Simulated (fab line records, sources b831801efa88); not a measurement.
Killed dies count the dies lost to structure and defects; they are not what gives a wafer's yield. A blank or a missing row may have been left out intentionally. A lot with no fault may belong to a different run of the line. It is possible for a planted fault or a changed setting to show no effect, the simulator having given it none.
The tool behind it: which one?	flow sky130	at 1 step of a route of 708, 11 lots with 33 wafers sampled

== WHAT THE GAUGES READ, wafer by wafer ==
SKY_FIELD_ISO_BOW_MEAS_00.
lot	measured	on	INCOMING_BOW (um)
L535	day 1 10:00	film_metro-02	-18 -5 -7
L536	day 1 15:01	film_metro-01	-6 5 1
L538	day 2 01:00	film_metro-02	-3 -4 -7
L540	day 2 11:01	film_metro-02	-16 1 0
L543	day 3 02:00	film_metro-02	8 11 0
L545	day 3 12:00	film_metro-01	7 -1 -2
L547	day 3 22:01	film_metro-02	-1 -2 -6
L551	day 4 18:02	film_metro-04	2 3 -3
L552	day 4 23:02	film_metro-02	10 7 1
L553	day 5 04:01	film_metro-04	3 1 0
L556	day 5 19:00	film_metro-02	-2 -6 -12

== WHAT TOOL EACH LOT RAN ON (gives the tool, then ch and the chambers of the sampled wafers, and finally the start) ==
Record: no process step prior to these readings.

== THE ANSWER, worked out from the rows above alone ==
Rule: the lots themselves supply what counts as usual. The widest of any qualifying gaps counts: lots, ordered by their means at a reading, are off when they make up no more than a third of the lots, leave a main group of 4 or more, and stand apart from it by 3 or more times the standard deviation of that group's means. A main group is skipped when, at the precision printed for the reading in the tables above, its means are all equal. A lot without any number at a reading at which 4 lots or more have one is off too. Where the step has rows for the other lots, those lots are counted as sound.
None of the lots is off at any reading shown; this tells nothing.

== WHAT THE SIMULATOR PUT IN ==
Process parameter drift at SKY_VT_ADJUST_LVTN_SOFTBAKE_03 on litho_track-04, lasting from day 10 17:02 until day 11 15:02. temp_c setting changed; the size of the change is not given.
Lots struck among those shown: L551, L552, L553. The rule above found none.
